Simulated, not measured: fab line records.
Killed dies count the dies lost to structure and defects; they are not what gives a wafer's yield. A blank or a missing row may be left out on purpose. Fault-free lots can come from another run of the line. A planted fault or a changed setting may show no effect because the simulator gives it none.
A lot that was struck, set against a sound lot + flow sky130 + 13 steps out of a route of 708
Sound: these wafers, L999.1, L999.2, L999.5. The struck wafers were L113.1, L113.5, L113.6. The cause comes at the end.
Per side, at each step with rows, come the tool, then ch with its chambers, and then its first start. Under that, the readings that differ: sound wafers + struck wafers + difference of the means + sigmas: that difference in standard deviations of wafers without a fault.
alike: readings with means less than 2 such deviations apart, plus words and numbers identical on both sides. not compared: withheld readings, readings lacking a value on some wafer, bounds such as >300 that could conceal the same value, and numbers that have no deviation in the record and whose values overlap.
Wherever a step has rows on one side only, a row that says differs or no value, or a row with sigmas, the two part there. Non-overlapping numbers with no deviation appear without sigmas and do not part them. Lack of a reading on every wafer of one side parts them only where that side has two or more wafers.

SKY_VIA1_CD_MEAS_12: target cd 150 nm.
  sound: cd-sem-02 at day 36 11:38; struck: cd-sem-02 at day 40 04:07
| reading    | sound             | struck            | difference | sigmas |
|------------|-------------------|-------------------|------------|--------|
| cd-nm (nm) | 151.5 152.3 151.4 | 148.8 147.4 147.1 | -4.0       | -2     |
SKY_VIA1_OVL_MEAS_13:
  sound: overlay-02 at day 36 11:45; struck: overlay-01 at day 40 04:14
  alike: VIA1_OVL
SKY_VIA1_ETCH_14: etches BARC in N2/H2, stops on SiO2, time 45.9 s, target depth 60 nm.
  sound on rie-diel-02 ch 0,2,3, day 36 11:47; struck on rie-diel-03 ch 2,3, day 40 04:16
  alike: drypump-motor-current-A, oes-product-au, throttle-valve-pct
  not compared: rf-hours-counter-h
SKY_VIA1_ETCH_15: etches SiO2 in C4F8/O2/Ar, stops on TiN, target depth 351 nm, time 54 s.
  sound on rie-diel-02 ch 0,2,3, day 36 11:50; struck on rie-diel-03 ch 2,3, day 40 04:19
  alike: oes-product-au
  not compared: rf-hours-counter-h
SKY_VIA1_STRIP_16: strips in O2/N2.
  sound on plasma-asher-01 ch 0,1, day 36 11:52; struck on plasma-asher-03 ch 0,1, day 40 04:21
  alike: drypump-motor-current-A, oes-product-au, strip-time-to-endpoint-s
  not compared: rf-hours-counter-h
then, 3 steps without rows for these wafers: SKY_VIA1_STRIP_17 (strips in post etch residue remover, time 1200 s); SKY_VIA1_CLEAN_18 (cleans in IPA, time 180 s); SKY_VIA1_CLEAN_19 (cleans in O3/DIW).
SKY_VIA1_SPUTTER_20: material TiN, target thk 20 nm, time 80 s.
  sound: pvd-sputter-01 at day 36 12:29; struck: pvd-sputter-02 at day 40 04:57
  alike: throttle-valve-pct
SKY_VIA1_CVD_21: deposits W, target thk 270 nm, time 80.902 s.
  sound on cvd-w-01 ch 0,1, day 36 12:32; struck on cvd-w-01 ch 0,1, day 40 05:01
  alike: chamber-pressure-Torr, heater-power-w
SKY_VIA1_RS_MEAS_22: the measuring method here is four-point-probe.
  sound: film-metro-01 at day 36 12:38; struck: film-metro-03 at day 40 05:06
| reading            | sound             | struck            | difference | sigmas |
|--------------------|-------------------|-------------------|------------|--------|
| VIA1_W_RS (ohm/sq) | 0.432 0.439 0.432 | 0.420 0.422 0.423 | -0.013     | -2     |
SKY_VIA1_THK_MEAS_23: measures by xrf.
  sound: film-metro-01 at day 36 12:45; struck: film-metro-03 at day 40 05:13
  alike: VIA1_W_THK
SKY_VIA1_CMP_24: polishes, stops on SiO2, t overpolish 15 s, target thk 0 nm.
  sound on cmp-01 ch 2,3, day 36 12:52; struck on cmp-01 ch 0,3, day 40 05:20
  no value came back on the struck wafers for any of 6 readings (edge-zone-pressure-frac, head-pressure-psi (psi) and others); on the sound wafers edge-zone-pressure-frac reads 1.000 1.004 0.999
| reading                                  | sound             | struck            | difference | sigmas |
|------------------------------------------|-------------------|-------------------|------------|--------|
| model.W_of_VIA1_CVD_21.thk-nm (nm)       | 0 0 0             | 274.5 273.1 272.4 | +273.3     |        |
| model.SiO2_of_VIA1_HDPCVD_00.thk-nm (nm) | 341.1 340.4 340.7 | 343.4 347.1 345.3 | +4.5       |        |

WHERE THEY PART
Earliest at SKY_VIA1_CD_MEAS_12; latest, in this record, at SKY_VIA1_CMP_24.

WHY: the cause the simulator had injected
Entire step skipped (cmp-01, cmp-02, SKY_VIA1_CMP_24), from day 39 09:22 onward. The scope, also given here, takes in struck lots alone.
